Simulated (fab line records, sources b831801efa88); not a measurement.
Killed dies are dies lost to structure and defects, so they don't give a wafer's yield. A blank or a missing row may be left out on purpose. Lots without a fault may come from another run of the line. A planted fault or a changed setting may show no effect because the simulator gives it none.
Which tool did it? | flow gf180mcu | 10 lots, 30 wafers sampled, at 7 steps of a route of 602

WHAT THE GAUGES READ, wafer by wafer
GF_V1_OVL_MEAS_15. Usual: V1_OVL -3 nm, standard deviation 5.9.
lot  | measured     | on         | V1_OVL (nm) | flag
L440 | day 18 09:08 | overlay-02 | -16 -6 -9   |
L441 | day 18 17:11 | overlay-02 | 2 1 3       |
L444 | day 19 21:43 | overlay-02 | -1 -6 1     |
L448 | day 21 13:08 | overlay-02 | -11 6 -7    |
L449 | day 21 19:17 | overlay-01 | -14 -9 -7   |
L450 | day 22 12:02 | overlay-01 | -4 -6 -2    |
L458 | day 24 22:13 | overlay-01 | -13 1 -9    |
L459 | day 25 04:23 | overlay-02 | -5 -7 -7    |
L460 | day 25 10:04 | overlay-01 | 7 1 0       |
L461 | day 25 16:37 | overlay-02 | 2 -5 -1     |

GF_V3_RS_MEAS_24: measures by four-point-probe. Usual: V3_W_RS 0.326 ohm/sq, standard deviation 0.0031.
lot  | measured     | on            | V3_W_RS (ohm/sq)                    | flag
L440 | day 22 13:38 | film_metro-04 | 0.328 0.332 0.331                   |
L441 | day 22 20:46 | film_metro-01 | 0.330 0.331 0.332                   |
L444 | day 24 01:56 | film_metro-03 | 0.325 0.321 0.323                   |
L448 | day 25 15:16 | film_metro-04 | 0.264 0.266 0.266 0.265 0.266 0.266 | OFF
L449 | day 25 20:07 | film_metro-01 | 0.262 0.266 0.265 0.263 0.266 0.265 | OFF
L450 | day 26 10:58 | film_metro-03 | 0.263 0.263 0.264 0.263 0.262 0.265 | OFF
L458 | day 28 16:23 | film_metro-03 | 0.332 0.324 0.329                   |
L459 | day 28 20:27 | film_metro-01 | 0.324 0.321 0.327                   |
L460 | day 29 02:38 | film_metro-04 | 0.320 0.322 0.319                   |
L461 | day 29 09:14 | film_metro-03 | 0.329 0.325 0.329                   |

GF_V3_THK_MEAS_25: measures by xrf. Usual: V3_W_THK 357 nm, standard deviation 5.4.
lot  | measured     | on            | V3_W_THK (nm)           | flag
L440 | day 22 13:45 | film_metro-04 | 350 343 345             |
L441 | day 22 20:53 | film_metro-01 | 353 353 353             |
L444 | day 24 02:03 | film_metro-03 | 354 361 360             |
L448 | day 25 18:53 | film_metro-04 | 447 444 442 446 444 442 | OFF
L449 | day 26 00:22 | film_metro-01 | 445 435 440 441 434 437 | OFF
L450 | day 26 13:51 | film_metro-03 | 444 446 446 448 447 443 | OFF
L458 | day 28 16:30 | film_metro-03 | 350 359 354             |
L459 | day 28 20:34 | film_metro-01 | 360 363 355             |
L460 | day 29 02:46 | film_metro-04 | 364 360 368             |
L461 | day 29 09:20 | film_metro-03 | 355 360 355             |

GF_M4_OVL_MEAS_15. Usual: M4_OVL 2 nm, standard deviation 5.6.
lot  | measured     | on         | M4_OVL (nm) | flag
L440 | day 23 13:11 | overlay-02 | -1 9 12     |
L441 | day 23 19:53 | overlay-01 | -1 -2 2     |
L444 | day 25 00:34 | overlay-01 | 3 17 4      |
L448 | day 26 13:16 | overlay-02 | 3 -1 2      |
L449 | day 26 18:13 | overlay-02 | -11 -2 -11  |
L450 | day 27 08:46 | overlay-02 | 3 7 5       |
L458 | day 29 11:52 | overlay-02 | -8 -1 -12   |
L459 | day 29 15:52 | overlay-01 | -4 5 -7     |
L460 | day 29 22:19 | overlay-01 | 7 7 5       |
L461 | day 30 04:46 | overlay-02 | 1 1 8       |

WHICH TOOL RAN EACH LOT (tool, then ch and the chambers of the sampled wafers, then the start)
lot  | GF_M2_SPUTTER_03             | GF_V3_CVD_23                  | GF_V3_CMP_26
L440 | pvd_sputter-03, day 18 10:43 | cvd_w-02 ch 0,1, day 22 13:31 | cmp-01 ch 0,1,3, day 22 13:49
L441 | pvd_sputter-01, day 18 18:44 | cvd_w-02 ch 0,1, day 22 20:40 | cmp-02 ch 0,1,2, day 22 21:06
L444 | pvd_sputter-03, day 19 23:42 | cvd_w-01 ch 0,1, day 24 01:49 | cmp-01 ch 0,1,3, day 24 02:15
L448 | pvd_sputter-01, day 21 14:41 | cvd_w-01 ch 0,1, day 25 15:08 | cmp-02 ch 0,1,3, day 25 22:26
L449 | pvd_sputter-01, day 21 20:50 | cvd_w-01 ch 0,1, day 25 20:01 | cmp-01 ch 0,1, day 26 03:22
L450 | pvd_sputter-03, day 22 13:35 | cvd_w-01 ch 0,1, day 26 10:52 | cmp-01 ch 0,1,2, day 26 18:35
L458 | pvd_sputter-03, day 25 00:04 | cvd_w-02 ch 0,1, day 28 16:16 | cmp-01 ch 0,1,2, day 28 16:34
L459 | pvd_sputter-02, day 25 05:56 | cvd_w-01 ch 0,1, day 28 20:20 | cmp-02 ch 0,2,3, day 28 20:38
L460 | pvd_sputter-02, day 25 11:37 | cvd_w-01 ch 0,1, day 29 02:32 | cmp-02 ch 0,1,2, day 29 02:49
L461 | pvd_sputter-01, day 25 18:10 | cvd_w-02 ch 0,1, day 29 09:08 | cmp-01 ch 2,3, day 29 09:23
- GF_M2_SPUTTER_03: material Ti, target thk 10 nm, time 6.7 s.
- GF_V3_CVD_23: deposits W, target thk 350 nm, time 104.9 s.
- GF_V3_CMP_26: polishes, stops on SiO2, t overpolish 15 s, target thk 0 nm.

WHAT THE TOOLS THEMSELVES READ (means of the sampled wafers that have a number; where no wafer has one, the mark that the record gives instead)
GF_M2_SPUTTER_03. Usual: throttle_valve_pct 29.9 %, standard deviation 1.1.
lot  | tool           | throttle_valve_pct (%) | flag
L440 | pvd_sputter-03 | 29.2                   |
L441 | pvd_sputter-01 | 28.8                   |
L444 | pvd_sputter-03 | 29.4                   |
L448 | pvd_sputter-01 | 28.9                   |
L449 | pvd_sputter-01 | 29.4                   |
L450 | pvd_sputter-03 | 29.7                   |
L458 | pvd_sputter-03 | 29.5                   |
L459 | pvd_sputter-02 | 30.6                   |
L460 | pvd_sputter-02 | 30.3                   |
L461 | pvd_sputter-01 | 29.4                   |

GF_V3_CVD_23. Usual: chamber_pressure_Torr 40.00 Torr, standard deviation 0.079; heater_power_outer_w 553 W, standard deviation 90; heater_power_w 846 W, standard deviation 160; susceptor_temp_C 400.03 C, standard deviation 0.22.
lot  | tool     | chamber_pressure_Torr (Torr) | heater_power_outer_w (W) | heater_power_w (W) | susceptor_temp_C (C) | flag
L440 | cvd_w-02 | 39.98                        | 476                      | 676                | 399.91               |
L441 | cvd_w-02 | 39.95                        | 468                      | 685                | 400.27               |
L444 | cvd_w-01 | 40.09                        | 599                      | 925                | 400.10               |
L448 | cvd_w-01 | 40.02                        | 693                      | 1049               | 412.06               | OFF
L449 | cvd_w-01 | 39.99                        | 651                      | 996                | 411.96               | OFF
L450 | cvd_w-01 | 39.96                        | 647                      | 1001               | 411.56               | OFF
L458 | cvd_w-02 | 39.96                        | 456                      | 683                | 400.11               |
L459 | cvd_w-01 | 39.94                        | 630                      | 992                | 399.77               |
L460 | cvd_w-01 | 39.90                        | 641                      | 998                | 400.00               |
L461 | cvd_w-02 | 40.06                        | 454                      | 687                | 400.14               |

GF_V3_CMP_26. Usual: motor_current_A 11.3 A, standard deviation 1.4; time_to_endpoint_s 85.6 s, standard deviation 2.8.
lot  | tool   | motor_current_A (A) | time_to_endpoint_s (s) | flag
L440 | cmp-01 | 11.6                | 86.6                   |
L441 | cmp-02 | 10.3                | 85.0                   |
L444 | cmp-01 | 11.6                | 86.1                   |
L448 | cmp-02 | 11.5                | 106.3                  | OFF
L449 | cmp-01 | 12.4                | 104.7                  | OFF
L450 | cmp-01 | 12.1                | 106.2                  | OFF
L458 | cmp-01 | 11.6                | 82.6                   |
L459 | cmp-02 | 11.9                | 82.9                   |
L460 | cmp-02 | 10.5                | 89.5                   |
L461 | cmp-01 | 11.1                | 85.1                   |

THE ANSWER, worked out from the rows above alone
Rule: a lot is off if the mean of its wafers that have a number lies more than 3 standard deviations from the usual mean. A lot without any number at a reading at which 4 lots or more have one is off too. The other lots that the step has rows for count as sound. The gauges are gone through in route order, then the tools' own readings, and for those a lot's mean is taken as printed above. The first step at which some lot is off is used, and at that step the reading that is off furthest; a lot without a number counts as furthest.
Off: L448, L449, L450, at GF_V3_RS_MEAS_24 (V3_W_RS).
A tool fits if, at a process step before that reading, it ran every lot that is off, and no sound lot after the first of them. The gauges at GF_V3_RS_MEAS_24 aren't tried: what is off there is off at GF_V3_CVD_23 too, on other tools, and a gauge's error can't cause that. None of those tried fits.

WHAT THE SIMULATOR HAD PUT IN
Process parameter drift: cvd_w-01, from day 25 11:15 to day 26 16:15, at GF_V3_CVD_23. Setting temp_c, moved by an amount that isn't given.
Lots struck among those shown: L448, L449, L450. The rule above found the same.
